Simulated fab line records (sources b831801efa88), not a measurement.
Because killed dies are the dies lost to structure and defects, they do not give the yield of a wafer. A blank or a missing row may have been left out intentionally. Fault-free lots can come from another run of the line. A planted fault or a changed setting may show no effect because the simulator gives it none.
A struck lot beside a sound one -- flow sky130 -- 15 steps out of a route of 708
Sound: wafers L628.3, L628.4, L628.5. The struck wafers were L648.1, L648.4, L648.5. The cause is named last.
Per side, at each step with rows, come the tool, then ch with its chambers, and then its first start. Under that, the readings that differ: sound wafers -- struck wafers -- difference of the means -- sigmas: that difference in standard deviations of wafers without a fault.
alike: readings with means less than 2 such deviations apart, plus words and numbers identical on both sides. not compared: withheld readings, readings lacking a value on some wafer, bounds such as >300 that could conceal the same value, and numbers that have no deviation in the record and whose values overlap.
A row with sigmas, a row that says differs or no value, or rows on one side alone: a step with any of these is where the two part. Non-overlapping numbers with no deviation appear without sigmas and do not part them. A reading that every wafer of one side lacks parts them only if that side has two wafers or more.

first, 6 steps without rows for these wafers: SKY_CONTACT_COAT_08 (resist thk 60 nm); SKY_CONTACT_COAT_09 (resist thk 450 nm); SKY_CONTACT_SOFTBAKE_10 (time 90 s); SKY_CONTACT_EXPOSE_11 (exposes mask CTM1, target cd 170 nm); SKY_CONTACT_PEB_12; SKY_CONTACT_DEVELOP_13 (develop time 60 s).
SKY_CONTACT_CD_MEAS_14: target cd 170 nm.
  struck on cd_sem-02, day 38 05:29; sound on cd_sem-02, day 32 08:29
  alike: cd_nm
SKY_CONTACT_OVL_MEAS_15:
  struck on overlay-01, day 38 05:37; sound on overlay-02, day 32 08:34
  alike: CONTACT_OVL
SKY_CONTACT_ETCH_16: etches BARC in N2/H2, stops on SiO2, time 45.9 s, target depth 60 nm.
  sound on rie_diel-01 ch 0,2, day 32 08:35; struck on rie_diel-04 ch 0,1,2, day 38 05:38
  alike: drypump_motor_current_A, oes_product_au, throttle_valve_pct
  not compared: rf_hours_counter_h
SKY_CONTACT_ETCH_17: etches SiO2 in C4F8/O2/Ar, stops on Si3N4, target depth 340 nm.
  sound on rie_diel-01 ch 0,2, day 32 08:38; struck on rie_diel-04 ch 0,1,2, day 38 05:41
  alike: oes_product_au
SKY_CONTACT_ETCH_18: etches Si3N4 in CHF3/O2, stops on TiN, time 39 s, target depth 75 nm.
  sound on rie_diel-01 ch 0,2; struck on rie_diel-04 ch 0,1,2
  alike: drypump_motor_current_A, oes_product_au, throttle_valve_pct
  not compared: rf_hours_counter_h
SKY_CONTACT_STRIP_19: strips in O2/N2.
  sound on plasma_asher-03 ch 0,1, day 32 08:46; struck on plasma_asher-04 ch 0,1, day 38 05:47
reading,sound,struck,difference,sigmas
drypump_motor_current_A (A),5.30 5.34 5.28,5.90 5.91 5.86,+0.58,+2
oes_product_au (a.u.),0.391 0.387 0.381,0.373 0.372 0.380,-0.011,-2
  alike: chamber_pressure_mTorr, strip_time_to_endpoint_s
  not compared: rf_hours_counter_h
SKY_CONTACT_STRIP_20: strips in post etch residue remover, time 1200 s.
  sound on wet_bench-02 ch 1, day 32 08:50; struck on wet_bench-03 ch 0, day 38 05:53
  no value came back on the struck wafers for bath_guard_temp_C (C), bath_heat_duty_pct (%), temp_c (C); on the sound wafers bath_guard_temp_C (C) reads 73.6 73.6 73.4
then, 1 step without rows for these wafers: SKY_CONTACT_CLEAN_21 (cleans in IPA, time 180 s).
-- the record jumps here: 13 days lie between the struck wafers' starts before and after (it left off in module CONTACT and takes up again in module PAD_OPEN, whose first step shown is number 708 of the route) --
SKY_PAD_OPEN_PROBE_99:
  struck on prober-02, day 50 22:00; sound on prober-02, day 46 18:09
reading,sound,struck,difference,sigmas
killed_at_other,3 0 3,0 0 0,-2,-3
model.etest.mcon_chain.rc_ohm,16.78 17.51 16.82,20.7 19.52 20.04,+3.0,
  alike: killed_at_M0_to_M3, killed_at_M4_up, killed_at_contacts, killed_at_front_end, killed_dies, killed_open, killed_short

## WHERE THEY PART
Last at SKY_PAD_OPEN_PROBE_99 as far as this record goes, first at SKY_CONTACT_STRIP_19.

WHY: the cause the simulator had injected
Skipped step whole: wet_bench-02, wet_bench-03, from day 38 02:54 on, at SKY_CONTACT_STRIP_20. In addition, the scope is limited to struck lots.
